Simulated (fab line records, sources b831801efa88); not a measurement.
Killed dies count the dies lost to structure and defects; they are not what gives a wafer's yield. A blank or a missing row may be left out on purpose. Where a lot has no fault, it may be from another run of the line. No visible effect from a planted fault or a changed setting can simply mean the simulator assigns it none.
8D (eight disciplines) problem report, filled in by code / flow gf180mcu / the parts of the form that need people (team, actions taken, sign-off) are left out

1. THE PROBLEM
temp c at GF_STI_WET_ETCH_20 reads a mean of 26.42 C on 6 wafers of 2 lots; wafers without a fault read 25.02 C with a standard deviation of 0.12. Measured from the usual mean, that is +12 standard deviations.
The step: etches SiO2 in dHF, target depth 20 nm, time 400 s.
Seen first at day 5 06:44 on wet bench-03, wafer L821.1. The record has a number at this step for 42 wafers belonging to 14 lots. Rule for "out" (also "out of limits"): further than 4 standard deviations from the usual mean. The other wafers with a number count as sound.

2. WHAT IT IS, WHAT IT ISN'T
question=which readings at this step | is=temp c | is not=-
question=which lots | is=L821, L822 | is not=L806, L807, L808, L809, L810, L812, L813, L814, L815, L825, L827, L829
question=which wafers of those lots | is=all that have a number | is not=-
question=read on which tools | is=wet bench-03 | is not=wet bench-01, wet bench-04
question=when | is=from day 5 06:44 | is not=up to then (27 sound wafers); but 9 sound wafers of L825, L827, L829 came after

3. WHAT RULES OUT EACH SUSPECT
Counting: any tool at a process step up to the reading is kept as a suspect provided that every lot that is out went through it and no sound lot did after the first of them.
- wet bench-03 at GF_STI_WET_ETCH_20 (etches SiO2 in dHF, target depth 20 nm, time 400 s): kept. It ran every lot that is out, first L821 (day 5 06:44), and no sound lot after that; its last sound lot up to then is L814 (day 3 19:23). Its own temp c readings are out on those wafers.
Remaining after the count: wet bench-03 at GF_STI_WET_ETCH_20.

4. THE CAUSE (what the simulator had put in)
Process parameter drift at GF_STI_WET_ETCH_20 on wet bench-03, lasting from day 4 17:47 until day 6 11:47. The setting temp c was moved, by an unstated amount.
Counting left only this tool.

5. THE EFFECT CHAIN, in route order
Each row: a reading where the mean over the struck wafers with a number is more than 3 standard deviations away from the usual. Readings are gone through only where the record gives a usual standard deviation; hours: the median, over the lots, of the time from a lot's start at the first step in this table giving one to that lot's start at this step; sigmas: the change measured in usual standard deviations.
hours=0; step=GF_STI_WET_ETCH_20; reading=temp c; usual=25.02 C; on struck wafers=26.42; change=+1.40; sigmas=+12
Here are the process steps it includes:
- GF_STI_WET_ETCH_20: etches SiO2 in dHF, target depth 20 nm, time 400 s.
Later steps that measure or inspect, where all struck wafers having a row at the step show a number for every such reading and not one has moved that far: GF_VT_IMPLANT_TW_MEAS_32, GF_HV_LDD_CD_MEAS_07.

6. HOW IT WOULD HAVE BEEN CAUGHT EARLIER
First out-of-limits reading in this record: day 5 06:44, which is 13 hours after fault onset at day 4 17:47.
